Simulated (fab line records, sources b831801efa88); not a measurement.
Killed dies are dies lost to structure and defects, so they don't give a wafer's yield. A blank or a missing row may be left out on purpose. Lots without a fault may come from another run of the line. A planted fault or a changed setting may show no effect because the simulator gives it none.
fab line records | flow sky130 | part 2 of 2: steps 44 to 44 of 44
record lots=6 wafers=18 last_day=49
route steps=708 shown VIA3@588 METAL4@598 CAP2M@603 PAD_OPEN@708
lots that met no fault: from a run of the same line without faults
start_h: hours from the record's first day to the start of the lot's first wafer shown | wait_h: hours since the lot's step before | " the same as in the row above | L1.1+2: a row that stands for several wafers | - no value, or no start given | * or withheld: withheld | < > ~ a bound
route shown NAME@n: a module of which the file shows steps, and the number in the route of the first | usual: mean/standard deviation of fault-free wafers | same: alike in all rows | chamber/n: place in a boat | sites: the reading at each site | _std_site: their standard deviation | _edge_site: outer sites' mean less inner sites' | radius_mm: how far each site lies from the wafer's centre | mask NAME#n: copy n | behind: the tool/chamber that last shaped the wafer | hold: why the lot was held/for how many hours/how that ended | device: the transistor (n, p or np) that didn't switch | end of line: the same wafers' tests at the end of the route | a step without rows: its recipe alone | killed: dies lost to structure and defects at the first sort, not the wafer's yield | map: a wafer's dies, x killed, . not, _ none there
set.NAME: the setting as run; set.NAME@STEP: as run at that earlier step | model.NAME: the simulator's own value behind a step, which no gauge read
lots at some steps of the route; a table a step, a row a wafer
services: from which hour (start_h, from the record's first day; less than 0 if before it) a tool's chamber was out of use, for how many hours, and why
## steps
# step SKY_PAD_OPEN_PROBE_99
# usual defect_limited_yield=82.5/2 killed_at_M0_to_M3=44/7.7 killed_at_M4_up=3.0/1.9 killed_at_contacts=25/5.6 killed_at_front_end=15/4.6 killed_at_other=0.3/0.47 killed_dies=86/9.9 killed_open=47/7.4 killed_short=39/5.9 sort_bin_3_pad_short=0.8/0.37 sort_bin_5_function=10.4/1.5 sort_bin_6_memory=6.3/1 sort_n_pass=406/9.9 sort_yield_pct=82.5/2
# same gross_dies=492 killed_at_back_side=0 sort_bin_4_leakage[%]=0 sort_bin_8_speed[%]=0
# columns lot.wafer tool chamber start_h wait_h defect_limited_yield[%] killed_at_M0_to_M3 killed_at_M4_up killed_at_contacts killed_at_front_end killed_at_other killed_dies killed_open killed_short sort_bin_3_pad_short[%] sort_bin_5_function[%] sort_bin_6_memory[%] sort_n_pass sort_yield_pct[%] model.etest.met4.line_ohm_um model.etest.met4.rs_ohm_sq
L475.2 prober-02 - 1086.95 0.1 84.1 32 1 25 20 0 78 50 28 0.6 9.3 5.9 414 84.1 0.1403 0.0425
L475.3 prober-02 - 1087.00 0.2 84.1 43 4 21 10 0 78 42 36 0.2 10.6 5.1 414 84.1 0.1363 0.04189
L475.4 prober-02 - 1087.05 0.2 80.3 50 4 29 14 0 97 51 46 0.6 11.6 7.5 395 80.3 0.142 0.04254
L482.1 prober-01 - 1144.78 0.1 84.1 38 4 18 18 0 78 42 36 1.6 8.3 5.9 414 84.1 0.1333 0.04173
L482.2 prober-01 - 1144.83 0.1 82.9 42 3 19 19 1 84 39 45 1.0 8.7 7.3 408 82.9 0.1259 0.03912
L482.6 prober-01 - 1145.03 0.2 78.7 57 2 29 17 0 105 61 44 0.8 12.8 7.7 387 78.7 0.1237 0.03802
L487.1 prober-02 - 1165.98 0.1 82.5 46 1 24 14 1 86 49 37 0.8 9.8 6.9 406 82.5 0.1443 0.04325
L487.3 prober-02 - 1166.08 0.2 82.7 44 3 18 19 1 85 48 37 1.2 9.1 6.9 407 82.7 0.1379 0.04235
L487.4 prober-02 - 1166.13 0.2 80.5 58 4 22 12 0 96 48 48 0.8 10.6 8.1 396 80.5 0.1297 0.03902
L489.1 prober-01 - 1169.05 0.1 85.8 34 5 16 15 0 70 39 31 0.4 8.3 5.5 422 85.8 0.1372 0.04162
L489.2 prober-01 - 1169.10 0.1 82.1 45 3 27 13 0 88 48 40 0.2 10.8 6.9 404 82.1 0.147 0.04258
L489.4 prober-01 - 1169.20 0.2 81.5 52 1 23 15 0 91 50 41 0.8 11.8 5.9 401 81.5 0.1455 0.0427
L492.1 prober-02 - 1179.72 0.1 81.7 37 2 31 20 0 90 51 39 0.6 10.2 7.5 402 81.7 0.1366 0.04217
L492.2 prober-02 - 1179.77 0.1 85.0 45 2 19 8 0 74 36 38 0.2 9.3 5.5 418 85.0 0.1427 0.04296
L492.6 prober-02 - 1179.97 0.2 82.3 50 0 21 16 0 87 46 41 1.0 10.2 6.5 405 82.3 0.1409 0.04273
L493.1 prober-01 - 1183.01 0.1 81.5 39 6 29 16 1 91 48 43 1.4 9.8 7.3 401 81.5 0.1402 0.04255
L493.3 prober-01 - 1183.11 0.2 81.1 53 4 28 8 0 93 53 40 1.6 11.0 6.3 399 81.1 0.1389 0.04253
L493.5 prober-01 - 1183.21 0.2 84.3 45 4 23 5 0 77 40 37 0.2 9.6 5.9 415 84.3 0.1374 0.04199
# killed by level:class
L475.2 CONTACT:geometric_particle:open=12 LI_CONTACT:geometric_particle:open=7 FIELD_ISO:geometric_particle:open=6 VIA1:geometric_particle:short=6 VIA2:geometric_particle:open=5 VIA3:geometric_particle:open=5 POLY_CUT:geometric_particle:open=4 LOCAL_INTERCONNECT:geometric_particle:short=4
L475.3 VIA1:geometric_particle:open=11 CONTACT:geometric_particle:open=10 METAL1:geometric_particle:short=6 VIA3:geometric_particle:open=6 VIA3:geometric_particle:short=5 LI_CONTACT:geometric_particle:open=4 FIELD_ISO:geometric_particle:open=3 POLY_GATE:geometric_particle:short=3
L475.4 CONTACT:geometric_particle:open=12 VIA1:geometric_particle:open=12 METAL1:geometric_particle:short=10 POLY_GATE:geometric_particle:open=7 LI_CONTACT:geometric_particle:open=6 METAL2:geometric_particle:short=6 CONTACT:geometric_particle:short=5 VIA1:geometric_particle:short=5
L482.1 VIA2:geometric_particle:open=10 FIELD_ISO:geometric_particle:open=7 VIA1:geometric_particle:open=7 LOCAL_INTERCONNECT:geometric_particle:short=6 METAL1:geometric_particle:short=6 POLY_GATE:geometric_particle:open=5 VIA3:geometric_particle:short=5 LI_CONTACT:geometric_particle:open=4
L482.2 VIA1:geometric_particle:open=10 METAL1:geometric_particle:short=8 POLY_GATE:geometric_particle:short=7 CONTACT:geometric_particle:open=7 METAL2:geometric_particle:short=6 FIELD_ISO:geometric_particle:short=5 LI_CONTACT:geometric_particle:open=5 LOCAL_INTERCONNECT:geometric_particle:short=5
L482.6 VIA1:geometric_particle:open=20 LI_CONTACT:geometric_particle:open=11 VIA2:geometric_particle:open=9 METAL1:geometric_particle:short=7 VIA3:geometric_particle:open=7 CONTACT:geometric_particle:open=6 LI_CONTACT:geometric_particle:short=6 FIELD_ISO:geometric_particle:short=5
L487.1 VIA1:geometric_particle:open=11 CONTACT:geometric_particle:open=11 METAL1:geometric_particle:short=7 METAL2:geometric_particle:short=7 LI_CONTACT:geometric_particle:open=6 VIA3:geometric_particle:open=6 FIELD_ISO:geometric_particle:short=5 METAL1:geometric_particle:open=4
L487.3 VIA3:geometric_particle:open=8 VIA1:geometric_particle:open=8 METAL2:geometric_particle:short=7 CONTACT:geometric_particle:open=6 POLY_GATE:geometric_particle:open=5 LI_CONTACT:geometric_particle:open=5 VIA2:geometric_particle:open=5 FIELD_ISO:geometric_particle:open=4
L487.4 VIA1:geometric_particle:open=14 METAL1:geometric_particle:short=12 VIA3:geometric_particle:open=8 LOCAL_INTERCONNECT:geometric_particle:short=7 VIA2:geometric_particle:open=7 CONTACT:geometric_particle:open=6 VIA1:geometric_particle:short=5 FIELD_ISO:geometric_particle:open=4
L489.1 VIA1:geometric_particle:open=8 METAL1:geometric_particle:short=7 POLY_GATE:geometric_particle:open=5 VIA2:geometric_particle:open=5 LI_CONTACT:geometric_particle:open=5 CONTACT:geometric_particle:open=5 VIA3:geometric_particle:open=5 FIELD_ISO:geometric_particle:open=4
L489.2 VIA1:geometric_particle:open=13 LOCAL_INTERCONNECT:geometric_particle:short=8 CONTACT:geometric_particle:open=7 VIA3:geometric_particle:open=7 LI_CONTACT:geometric_particle:open=5 FIELD_ISO:geometric_particle:open=4 METAL1:geometric_particle:short=4 VIA1:geometric_particle:short=4
L489.4 VIA1:geometric_particle:open=16 CONTACT:geometric_particle:open=10 VIA1:geometric_particle:short=9 CONTACT:geometric_particle:short=7 VIA2:geometric_particle:open=6 VIA3:geometric_particle:open=6 POLY_GATE:geometric_particle:open=5 VIA2:geometric_particle:short=5
L492.1 CONTACT:geometric_particle:open=12 VIA2:geometric_particle:open=9 LI_CONTACT:geometric_particle:open=8 POLY_GATE:geometric_particle:short=7 METAL2:geometric_particle:short=7 VIA3:geometric_particle:open=6 LI_CONTACT:geometric_particle:short=6 FIELD_ISO:geometric_particle:open=5
L492.2 VIA1:geometric_particle:open=16 VIA1:geometric_particle:short=7 CONTACT:geometric_particle:open=6 VIA2:geometric_particle:open=6 CONTACT:geometric_particle:short=5 VIA2:geometric_particle:short=5 METAL3:geometric_particle:short=4 SONOS_ONO:geometric_particle:short=3
L492.6 CONTACT:geometric_particle:open=9 VIA2:geometric_particle:open=8 VIA1:geometric_particle:short=7 VIA1:geometric_particle:open=7 VIA3:geometric_particle:open=6 POLY_GATE:geometric_particle:short=5 LI_CONTACT:geometric_particle:open=5 VIA3:geometric_particle:short=5
L493.1 CONTACT:geometric_particle:short=8 CONTACT:geometric_particle:open=7 LI_CONTACT:geometric_particle:open=6 METAL1:geometric_particle:short=6 VIA1:geometric_particle:open=6 FIELD_ISO:geometric_particle:short=5 VIA2:geometric_particle:open=5 VIA3:geometric_particle:open=5
L493.3 VIA1:geometric_particle:open=13 CONTACT:geometric_particle:open=11 LI_CONTACT:geometric_particle:open=10 VIA2:geometric_particle:open=9 METAL2:geometric_particle:short=8 METAL1:geometric_particle:short=6 FIELD_ISO:geometric_particle:short=4 VIA1:geometric_particle:short=4
L493.5 CONTACT:geometric_particle:open=9 VIA1:geometric_particle:open=8 VIA2:geometric_particle:open=8 METAL2:geometric_particle:short=7 LI_CONTACT:geometric_particle:open=6 VIA3:geometric_particle:open=4 CONTACT:geometric_particle:short=4 VIA1:geometric_particle:short=4
## services
# columns tool chamber start_h hours kind
pvd_sputter-04 - 925.24 1.1 repair
plasma_asher-02 - 932.49 1.5 repair
plasma_asher-02 - 937.08 7.5 repair
plasma_asher-04 - 937.61 0.4 repair
plasma_asher-04 - 948.53 1.4 repair
pvd_sputter-03 - 963.70 4.5 repair
pvd_sputter-01 - 964.37 5.4 repair
pvd_sputter-01 - 987.62 4.3 repair
pvd_sputter-01 - 988.26 2.9 repair
pvd_sputter-04 - 1005.53 7.4 repair
plasma_asher-04 - 1020.08 2.3 repair
pvd_sputter-04 - 1020.76 1.1 repair
rie_metal-03 - 1035.85 1.5 repair
plasma_asher-02 - 1037.57 1.5 repair
pvd_sputter-01 - 1043.85 0.7 repair
rie_metal-04 1 1048.71 2.9 repair
plasma_asher-01 - 1055.25 9.0 pm
plasma_asher-01 0 1055.25 9.0 vent_cycle
plasma_asher-01 1 1055.25 9.0 vent_cycle
plasma_asher-02 - 1060.96 24.7 pm
plasma_asher-01 0 1064.25 - clean
plasma_asher-01 1 1064.25 - clean
plasma_asher-04 - 1068.54 0.9 repair
rie_metal-01 0 1069.70 25.1 repair
## key
first_sign step=SKY_METAL4_METAL_ETCH_18 reading=oes_product_au direction=up sigmas=6.6 usual=0.868 struck=0.911
effect none on later readings
model_effect step=SKY_METAL4_SPUTTER_02 value=AlCu_of_METAL4_SPUTTER_02.thk_nm without=743 struck=814.7
model_effect step=SKY_PAD_OPEN_PROBE_99 value=etest.met4.line_ohm_um without=0.1388 struck=0.1264
met_at SKY_METAL4_SPUTTER_02
struck_wafers L482.2,L482.6,L487.4
onset_between 943.41 1012.57
fault kind=process_parameter_drift tool=pvd_sputter-03 chamber=- onset_h=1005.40 steps=SKY_METAL4_SPUTTER_02 channel=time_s offset=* shape=step end_h=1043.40 scope=struck_wafers_only acts_in=* stated=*
